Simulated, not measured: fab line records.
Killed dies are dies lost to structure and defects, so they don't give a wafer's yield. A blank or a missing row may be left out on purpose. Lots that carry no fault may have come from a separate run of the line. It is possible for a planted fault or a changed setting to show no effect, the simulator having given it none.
The tool behind it: which one? || flow gf180mcu || 33 wafers from 11 lots sampled at 3 of the route's 602 steps

## WHAT EACH GAUGE READ, for each wafer
GF_PSD_RS_MEAS_14: measures by four-point-probe.
{"lot": "L911", "measured": "day 15 07:29", "on": "film-metro-03", "NSD_RS (ohm/sq)": "45.81 45.81 45.82"}
{"lot": "L915", "measured": "day 16 12:23", "on": "film-metro-01", "NSD_RS (ohm/sq)": "45.81 45.93 45.91"}
{"lot": "L916", "measured": "day 17 01:35", "on": "film-metro-02", "NSD_RS (ohm/sq)": "45.86 46.03 45.91"}
{"lot": "L919", "measured": "day 18 01:50", "on": "film-metro-01", "NSD_RS (ohm/sq)": "46.05 46.02 46.13"}
{"lot": "L920", "measured": "day 18 16:31", "on": "film-metro-03", "NSD_RS (ohm/sq)": "46.03 45.96 45.90"}
{"lot": "L923", "measured": "day 19 13:47", "on": "film-metro-03", "NSD_RS (ohm/sq)": "45.74 45.63 45.74"}
{"lot": "L924", "measured": "day 19 21:10", "on": "film-metro-01", "NSD_RS (ohm/sq)": "45.85 45.84 45.86"}
{"lot": "L927", "measured": "day 21 01:50", "on": "film-metro-02", "NSD_RS (ohm/sq)": "43.09 43.16 43.16"}
{"lot": "L928", "measured": "day 21 09:19", "on": "film-metro-01", "NSD_RS (ohm/sq)": "43.07 43.08 43.20"}
{"lot": "L930", "measured": "day 21 20:58", "on": "film-metro-02", "NSD_RS (ohm/sq)": "45.93 46.02 45.96"}
{"lot": "L931", "measured": "day 22 07:43", "on": "film-metro-01", "NSD_RS (ohm/sq)": "45.93 45.92 46.02"}

## WHICH TOOL RAN EACH LOT (tool, then ch and the chambers of the sampled wafers, then the start)
{"lot": "L911", "GF_NSD_IMPLANT_10": "implanter-01 ch 0, day 14 09:58", "GF_NSD_STRIP_11": "plasma-asher-01 ch 0,1, day 14 10:07"}
{"lot": "L915", "GF_NSD_IMPLANT_10": "implanter-02 ch 0, day 15 13:46", "GF_NSD_STRIP_11": "plasma-asher-04 ch 0,1, day 15 13:55"}
{"lot": "L916", "GF_NSD_IMPLANT_10": "implanter-04 ch 0, day 16 02:35", "GF_NSD_STRIP_11": "plasma-asher-03 ch 0,1, day 16 02:41"}
{"lot": "L919", "GF_NSD_IMPLANT_10": "implanter-04 ch 0, day 17 02:32", "GF_NSD_STRIP_11": "plasma-asher-01 ch 0,1, day 17 02:41"}
{"lot": "L920", "GF_NSD_IMPLANT_10": "implanter-04 ch 0, day 17 16:59", "GF_NSD_STRIP_11": "plasma-asher-04 ch 0,1, day 17 17:07"}
{"lot": "L923", "GF_NSD_IMPLANT_10": "implanter-01 ch 0, day 18 13:00", "GF_NSD_STRIP_11": "plasma-asher-04 ch 0,1, day 18 13:09"}
{"lot": "L924", "GF_NSD_IMPLANT_10": "implanter-02 ch 0, day 18 20:01", "GF_NSD_STRIP_11": "plasma-asher-03 ch 0,1, day 18 20:08"}
{"lot": "L927", "GF_NSD_IMPLANT_10": "implanter-02 ch 0, day 20 01:06", "GF_NSD_STRIP_11": "plasma-asher-01 ch 0,1, day 20 01:14"}
{"lot": "L928", "GF_NSD_IMPLANT_10": "implanter-02 ch 0, day 20 07:51", "GF_NSD_STRIP_11": "plasma-asher-04 ch 0,1, day 20 07:59"}
{"lot": "L930", "GF_NSD_IMPLANT_10": "implanter-01 ch 0, day 20 20:04", "GF_NSD_STRIP_11": "plasma-asher-01 ch 0,1, day 20 20:12"}
{"lot": "L931", "GF_NSD_IMPLANT_10": "implanter-04 ch 0, day 21 07:46", "GF_NSD_STRIP_11": "plasma-asher-04 ch 0, day 21 07:53"}
- GF_NSD_IMPLANT_10
- GF_NSD_STRIP_11: strips in O2/N2.

## THE ANSWER, worked out from the rows above alone
Rule: usual is defined by the lots themselves. The widest of any qualifying gaps counts: lots, ordered by their means at a reading, are off when they make up no more than a third of the lots, leave a main group of 4 or more, and stand apart from it by 3 or more times the standard deviation of that group's means. The tables above print the reading to a certain number of digits; a main group whose means all agree to those digits is not used. A lot without any number at a reading at which 4 lots or more have one is off too. Any other lot the step has rows for is counted as sound.
Off: at GF_PSD_RS_MEAS_14 (NSD_RS), L927, L928. The main group: mean 45.90 ohm/sq, standard deviation 0.1.
A tool fits if, at a process step before that reading, it ran every lot that is off, and no sound lot after the first of them. Gauges at GF_PSD_RS_MEAS_14: tried the same way as those tools. One fits: implanter-02 at GF_NSD_IMPLANT_10. A fault onset in the window from L924 (day 18 20:01, its last sound lot) to L927 (day 20 01:06, its first lot off) fits.

## WHAT THE SIMULATOR HAD PUT IN
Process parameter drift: implanter-02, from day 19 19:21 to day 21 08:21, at GF_NSD_IMPLANT_10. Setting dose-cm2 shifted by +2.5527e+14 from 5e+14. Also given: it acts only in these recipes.
Struck lots among those shown: L927, L928. The rule above found the same.
